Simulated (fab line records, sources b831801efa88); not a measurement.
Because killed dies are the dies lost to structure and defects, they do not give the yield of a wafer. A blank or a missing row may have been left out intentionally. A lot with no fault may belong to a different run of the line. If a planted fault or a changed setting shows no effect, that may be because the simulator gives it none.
Problem report in the 8D (eight disciplines) form, filled by code :: flow sfqLine :: the parts of the form that need people (team, actions taken, sign-off) are left out

1. THE ISSUE
Wafers without a fault read 199.6 nm, standard deviation 0.92; thkNm at SFQ_TRILAYER_I3_METRO_MEASURE_083 reads a mean of 219.8 nm on 4 wafers belonging to 3 lots. That is +22 standard deviations from the usual mean.
The first sign was on wafer L218.2 at day 39 17:11, on filmMetro-04. The record has a number at this step for 45 wafers belonging to 15 lots. The rule behind "out" and "out of limits": a value lying over 4 standard deviations away from the usual mean. The other wafers with a number count as sound.

2. WHAT IT IS, WHAT IT ISN'T
question: which readings at this step
is: thkNm
is not: -

question: which lots
is: L218, L219, L220
is not: L215, L217, L221, L222, L228, L229, L231, L232, L233, L235, L237, L238

question: which wafers of those lots
is: L218.2, L218.4, L219.4, L220.4
is not: L218.1, L219.3, L219.5, L220.3, L220.5

question: read on which tools
is: filmMetro-02, filmMetro-04
is not: filmMetro-01

question: when
is: from day 39 17:11
is not: up to then (7 sound wafers); but 34 sound wafers of L219, L220, L221, L222, L228, L229, L231, L232, L233, L235, L237, L238 came after

3. SUSPECTS, AND WHAT RULES EACH OUT
Counting: if a tool at a process step up to the reading ran every lot that is out, it stays a suspect. Sound lots after the first of them don't rule it out here, since some wafers of a struck lot are sound.
- cmp-02 at SFQ_TRILAYER_I3_CMP_CMP_082 (polishes SiO2): kept. It ran every lot that is out, first L218 (day 39 14:04); its last sound lot up to then is L217 (day 39 07:42).
After counting, what remains is cmp-02 at SFQ_TRILAYER_I3_CMP_CMP_082.

4. THE CAUSE (what the simulator had put in)
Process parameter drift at SFQ_TRILAYER_I3_CMP_CMP_082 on cmp-02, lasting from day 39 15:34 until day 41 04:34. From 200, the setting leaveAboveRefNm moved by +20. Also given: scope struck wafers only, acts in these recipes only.
Only this tool survived the counting.

5. SEQUENCE OF EFFECTS, ordered by route
One row per reading whose mean, taken over the struck wafers that have a number, lies over 3 standard deviations from the usual. Only readings whose record carries a usual standard deviation are examined. hours: median over the lots of the time between each lot's start at the first step of this table that gives one and its start at this step. sigmas: the change, counted in usual standard deviations.
hours: 0
step: SFQ_TRILAYER_I3_METRO_MEASURE_083
reading: thkNm
usual: 199.6 nm
on struck wafers: 219.8
change: +20.2
sigmas: +22

hours: 4
step: SFQ_TRILAYER_I3_VIA_ETCH_VIA_ETCH_088
reading: oesProductAu
usual: 0.853 a.u.
on struck wafers: 0.900
change: +0.047
sigmas: +8.6
Its process steps:
- SFQ_TRILAYER_I3_METRO_MEASURE_083
- SFQ_TRILAYER_I3_VIA_ETCH_VIA_ETCH_088: etches SiO2 in CHF3, stops on Nb, target depth 260 nm.

6. HOW IT WOULD HAVE BEEN CAUGHT EARLIER
2 hours passed between the start of the fault at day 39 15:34 and the first reading out of limits in this record, taken at day 39 17:11.
Of the tool readings at SFQ_TRILAYER_I3_CMP_CMP_082 for which the record gives a usual standard deviation, none was out on any struck wafer, so an alarm limit of 4 standard deviations on them would not have fired.
L219, L220, from the lots that are out (3), started SFQ_TRILAYER_I3_CMP_CMP_082 on cmp-02 later than day 39 17:11. A hold on the tool at that time would have spared those 2.
